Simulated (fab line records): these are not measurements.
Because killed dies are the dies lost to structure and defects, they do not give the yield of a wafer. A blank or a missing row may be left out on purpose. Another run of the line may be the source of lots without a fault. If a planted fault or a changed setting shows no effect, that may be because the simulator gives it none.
fab line records	flow sky130
record lots=13	wafers=39	last_day=51
route steps=708 shown FIELD_ISO@24 NWELL@77 VT_ADJUST_HVTP@92 VT_ADJUST_LVTN@107
lots that met no fault: from a run of the same line without faults
start_h: hours from the record's opening day to when the first of the lot's shown wafers began	wait_h: hours since the lot's step before	" unchanged from the row above	L1.1+2: a single row standing in for several wafers	- either no value or no given start	* or withheld: withheld	< > ~ a bound
route shown NAME@n: a module of which the file shows steps, and the number in the route of the first	usual: mean/standard deviation taken from wafers without a fault	same: alike in all rows	chamber/n: place in a boat	sites: the reading at each site	_std_site: standard deviation across them	_edge_site: inner sites' mean taken away from outer sites' mean	radius_mm: for every site, how far away it sits from the centre of the wafer	mask NAME#n: copy n	behind: the most recent tool/chamber to have shaped the wafer	hold: reason for holding the lot/hours on hold/outcome of the hold	device: whichever transistor did not switch (one of n, p or np)	end of line: at the end of the route, the tests of the same wafers	a step without rows: its recipe alone	killed: dies lost to structure and defects at the first sort, not the wafer's yield	map: shows each die of a wafer: x if killed, . if not, _ if none is there
set.NAME: the run value of the setting; set.NAME@STEP: its run value at that earlier step	model.NAME: the simulator's own value behind a step, which no gauge read
the route's steps for a sample of lots (tables are steps, rows are wafers)
services: from which hour (start_h, from the record's first day; less than 0 if before it) a tool's chamber was out of use, for how many hours, and why
## steps
# step SKY_FIELD_ISO_THK_MEAS_23
# recipe reads=SiO2_of_FIELD_ISO_OXIDATION_22
# usual FIELD_ISO_OXIDATION_01_THK=10.03/0.19
lot.wafer	tool	chamber	start_h	wait_h	FIELD_ISO_OXIDATION_01_THK[nm]
L251.1	film_metro-04	-	37.96	0.0	10.21
L251.3	"	-	"	"	10.28
L251.6	"	-	"	"	10.23
L254.2	film_metro-03	-	54.26	0.0	9.48
L254.3	"	-	"	"	9.55
L254.5	"	-	"	"	9.61
L255.1	film_metro-04	-	59.59	0.0	9.95
L255.4	"	-	"	"	9.94
L255.5	"	-	"	"	9.95
L257.1	film_metro-03	-	76.67	0.0	9.53
L257.2	"	-	"	"	9.67
L257.5	"	-	"	"	9.53
L258.2	film_metro-04	-	76.68	0.0	9.87
L258.3	"	-	"	"	9.94
L258.6	"	-	"	"	9.77
L259.1	film_metro-02	-	79.38	0.0	9.86
L259.2	"	-	"	"	9.97
L259.6	"	-	"	"	9.86
L260.3	film_metro-04	-	86.23	0.0	10.13
L260.4	"	-	"	"	9.98
L260.6	"	-	"	"	10.09
L261.1	film_metro-03	-	96.47	0.0	9.89
L261.5	"	-	"	"	9.89
L261.6	"	-	"	"	9.97
L264.1	film_metro-03	-	105.86	0.0	10.27
L264.2	"	-	"	"	10.27
L264.6	"	-	"	"	10.22
L268.3	film_metro-03	-	124.25	0.0	10.16
L268.4	"	-	"	"	10.05
L268.6	"	-	"	"	10.17
L271.3	film_metro-03	-	142.66	0.0	10.37
L271.4	"	-	"	"	10.29
L271.5	"	-	"	"	10.28
L272.1	film_metro-03	-	145.35	0.0	10.01
L272.3	"	-	"	"	10.10
L272.5	"	-	"	"	10.14
L273.2	film_metro-04	-	153.61	0.0	10.10
L273.5	"	-	"	"	10.02
L273.6	"	-	"	"	10.02
# step SKY_NWELL_IMPLANT_24
# recipe species=B	energy_kev=142.8	dose_cm2=9.2e+12	tilt_deg=withheld
# usual dose_ions_cm2=9.202e+12/1.1e+10	faraday_current_uA=51.8/1.1
lot.wafer	tool	chamber	start_h	wait_h	dose_ions_cm2	faraday_current_uA
L251.1	implanter-03	0	113.10	0.0	9.194e+12	51.9
L251.3	"	0	"	"	9.194e+12	50.4
L251.6	"	0	"	"	9.189e+12	51.7
L254.2	implanter-03	0	129.59	0.0	9.204e+12	51.4
L254.3	"	0	"	"	9.198e+12	53.3
L254.5	"	0	"	"	9.187e+12	51.2
L255.1	implanter-03	0	140.95	0.0	9.196e+12	51.9
L255.4	"	0	"	"	9.193e+12	53.1
L255.5	"	0	"	"	9.207e+12	51.2
L258.2	implanter-01	0	159.54	0.0	9.227e+12	51.7
L258.3	"	0	"	"	9.218e+12	50.6
L258.6	"	0	"	"	9.227e+12	51.5
L257.1	implanter-03	0	160.25	0.0	9.202e+12	51.1
L257.2	"	0	"	"	9.201e+12	52.2
L257.5	"	0	"	"	9.204e+12	51.8
L259.1	implanter-02	0	160.52	0.0	9.203e+12	51.5
L259.2	"	0	"	"	9.195e+12	52.6
L259.6	"	0	"	"	9.229e+12	51.3
L260.3	implanter-01	0	162.59	0.1	9.198e+12	50.5
L260.4	"	0	"	"	9.193e+12	50.7
L260.6	"	0	"	"	9.191e+12	51.9
L261.1	implanter-01	0	177.75	0.0	9.198e+12	50.7
L261.5	"	0	"	"	9.212e+12	52.0
L261.6	"	0	"	"	9.187e+12	52.6
L264.1	implanter-01	0	190.80	0.0	1.0327e+13	58.5
L264.2	"	0	"	"	1.0331e+13	55.4
L264.6	"	0	"	"	1.0308e+13	56.9
L268.3	implanter-02	0	210.79	0.1	9.21e+12	53.5
L268.4	"	0	"	"	9.212e+12	49.3
L268.6	"	0	"	"	9.213e+12	50.5
L271.3	implanter-01	0	230.37	0.1	1.0334e+13	56.2
L271.4	"	0	"	"	1.0331e+13	60.7
L271.5	"	0	"	"	1.0326e+13	57.6
L272.1	implanter-02	0	237.12	0.0	9.205e+12	50.6
L272.3	"	0	"	"	9.199e+12	52.5
L272.5	"	0	"	"	9.19e+12	53.0
L273.2	implanter-02	0	250.16	0.0	9.201e+12	53.0
L273.5	"	0	"	"	9.206e+12	51.5
L273.6	"	0	"	"	9.212e+12	52.1
# step SKY_NWELL_TW_MEAS_26
# usual NWELL_2_TW=502/6
lot.wafer	tool	chamber	start_h	wait_h	NWELL_2_TW
L251.1	film_metro-02	-	113.35	0.1	498
L251.3	"	-	"	"	500
L251.6	"	-	"	"	495
L254.2	film_metro-01	-	129.83	0.1	512
L254.3	"	-	"	"	511
L254.5	"	-	"	"	514
L255.1	film_metro-01	-	141.20	0.1	513
L255.4	"	-	"	"	513
L255.5	"	-	"	"	512
L258.2	film_metro-01	-	159.78	0.1	511
L258.3	"	-	"	"	509
L258.6	"	-	"	"	507
L257.1	film_metro-01	-	160.50	0.1	506
L257.2	"	-	"	"	505
L257.5	"	-	"	"	509
L259.1	film_metro-01	-	160.77	0.1	505
L259.2	"	-	"	"	509
L259.6	"	-	"	"	507
L260.3	film_metro-01	-	162.81	0.1	505
L260.4	"	-	"	"	507
L260.6	"	-	"	"	507
L261.1	film_metro-02	-	178.00	0.1	500
L261.5	"	-	"	"	502
L261.6	"	-	"	"	503
L264.1	film_metro-04	-	191.05	0.1	517
L264.2	"	-	"	"	516
L264.6	"	-	"	"	517
L268.3	film_metro-02	-	211.01	0.1	499
L268.4	"	-	"	"	499
L268.6	"	-	"	"	497
L271.3	film_metro-02	-	230.59	0.1	519
L271.4	"	-	"	"	521
L271.5	"	-	"	"	520
L272.1	film_metro-02	-	237.37	0.1	505
L272.3	"	-	"	"	502
L272.5	"	-	"	"	501
L273.2	film_metro-01	-	250.39	0.1	510
L273.5	"	-	"	"	507
L273.6	"	-	"	"	507
# step SKY_VT_ADJUST_HVTP_CD_MEAS_07
# recipe target_cd_nm=380
# usual cd_nm=380.0/2.6
lot.wafer	tool	chamber	start_h	wait_h	cd_nm
L251.1	cd_sem-01	-	131.43	0.1	377.4
L251.3	"	-	"	"	376.4
L251.6	"	-	"	"	376.5
L254.2	cd_sem-02	-	149.30	0.1	381.6
L254.3	"	-	"	"	380.0
L254.5	"	-	"	"	380.5
L255.1	cd_sem-02	-	161.43	0.1	380.5
L255.4	"	-	"	"	381.4
L255.5	"	-	"	"	380.9
L258.2	cd_sem-01	-	179.78	0.1	382.9
L258.3	"	-	"	"	379.0
L258.6	"	-	"	"	381.3
L257.1	cd_sem-02	-	180.06	0.1	377.4
L257.2	"	-	"	"	376.7
L257.5	"	-	"	"	379.0
L259.1	cd_sem-01	-	180.53	0.1	378.4
L259.2	"	-	"	"	378.9
L259.6	"	-	"	"	377.3
L260.3	cd_sem-01	-	182.95	0.1	377.9
L260.4	"	-	"	"	379.0
L260.6	"	-	"	"	379.7
L261.1	cd_sem-01	-	199.73	0.1	382.0
L261.5	"	-	"	"	381.4
L261.6	"	-	"	"	382.5
L264.1	cd_sem-02	-	212.96	0.1	384.2
L264.2	"	-	"	"	384.2
L264.6	"	-	"	"	385.6
L268.3	cd_sem-02	-	233.73	0.1	376.7
L268.4	"	-	"	"	378.3
L268.6	"	-	"	"	377.3
L271.3	cd_sem-01	-	253.43	0.1	383.5
L271.4	"	-	"	"	381.6
L271.5	"	-	"	"	382.5
L272.1	cd_sem-02	-	261.63	0.1	377.1
L272.3	"	-	"	"	376.4
L272.5	"	-	"	"	378.5
L273.2	cd_sem-02	-	274.85	0.1	377.0
L273.5	"	-	"	"	376.6
L273.6	"	-	"	"	377.1
# step SKY_VT_ADJUST_LVTN_TW_MEAS_10
# usual VT_ADJUST_LVTN_TW=243.0/2.8
lot.wafer	tool	chamber	start_h	wait_h	VT_ADJUST_LVTN_TW
L251.1	film_metro-01	-	150.99	0.1	248.3
L251.3	"	-	"	"	247.8
L251.6	"	-	"	"	247.5
L254.2	film_metro-01	-	169.20	0.1	248.1
L254.3	"	-	"	"	248.8
L254.5	"	-	"	"	246.2
L255.1	film_metro-01	-	181.72	0.1	248.8
L255.4	"	-	"	"	246.6
L255.5	"	-	"	"	248.1
L258.2	film_metro-04	-	201.28	0.1	240.6
L258.3	"	-	"	"	241.5
L258.6	"	-	"	"	243.0
L257.1	film_metro-04	-	202.27	0.1	241.0
L257.2	"	-	"	"	240.6
L257.5	"	-	"	"	242.3
L259.1	film_metro-03	-	202.59	0.1	241.2
L259.2	"	-	"	"	241.9
L259.6	"	-	"	"	241.5
L260.3	film_metro-01	-	205.16	0.1	247.4
L260.4	"	-	"	"	247.3
L260.6	"	-	"	"	246.6
L261.1	film_metro-04	-	221.27	0.1	239.7
L261.5	"	-	"	"	240.2
L261.6	"	-	"	"	240.3
L264.1	film_metro-04	-	235.87	0.1	241.3
L264.2	"	-	"	"	241.2
L264.6	"	-	"	"	242.5
L268.3	film_metro-04	-	257.49	0.1	242.0
L268.4	"	-	"	"	241.7
L268.6	"	-	"	"	240.5
L271.3	film_metro-03	-	279.00	0.1	240.7
L271.4	"	-	"	"	240.2
L271.5	"	-	"	"	240.8
L272.1	film_metro-04	-	287.27	0.1	241.8
L272.3	"	-	"	"	241.7
L272.5	"	-	"	"	240.1
L273.2	film_metro-03	-	301.53	0.1	243.0
L273.5	"	-	"	"	243.5
L273.6	"	-	"	"	242.1
## services
tool	chamber	start_h	hours	kind
implanter-03	-	123.24	0.8	repair
implanter-02	-	129.46	3.9	pm
implanter-02	-	151.72	1.5	repair
implanter-01	-	157.04	1.1	repair
implanter-03	-	166.76	5.5	pm
implanter-02	-	169.88	3.6	repair
implanter-03	-	234.22	2.3	pm
## key
first_sign step=SKY_NWELL_IMPLANT_24	reading=dose_ions_cm2	direction=up	sigmas=99+	usual=*	struck=*
effect step=SKY_NWELL_IMPLANT_24	reading=faraday_current_uA	direction=up	sigmas=5.3	usual=51.8	struck=57.5
effect step=SKY_NWELL_TW_MEAS_26	reading=NWELL_2_TW	direction=up	sigmas=2.6	usual=502	struck=518
met_at SKY_NWELL_IMPLANT_24
struck_lots L264,L271
tester_left_out L264,L271
not_acting_at SKY_FIELD_ISO_THK_MEAS_23,SKY_VT_ADJUST_HVTP_CD_MEAS_07,SKY_VT_ADJUST_LVTN_TW_MEAS_10
onset_between 177.75 190.80
fault kind=process_parameter_drift	tool=implanter-01	chamber=-	onset_h=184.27	steps=SKY_NWELL_IMPLANT_24	channel=dose_cm2	offset=*	shape=step	end_h=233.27	acts_in=*	stated=*
# tester_left_out: of these lots the tester's yield and bins aren't shown, on N5 and GAA mostly nor the transistor test; their killed dies are dies lost to structure and defects alone, not to doping, threshold or leakage, so they don't give the yield
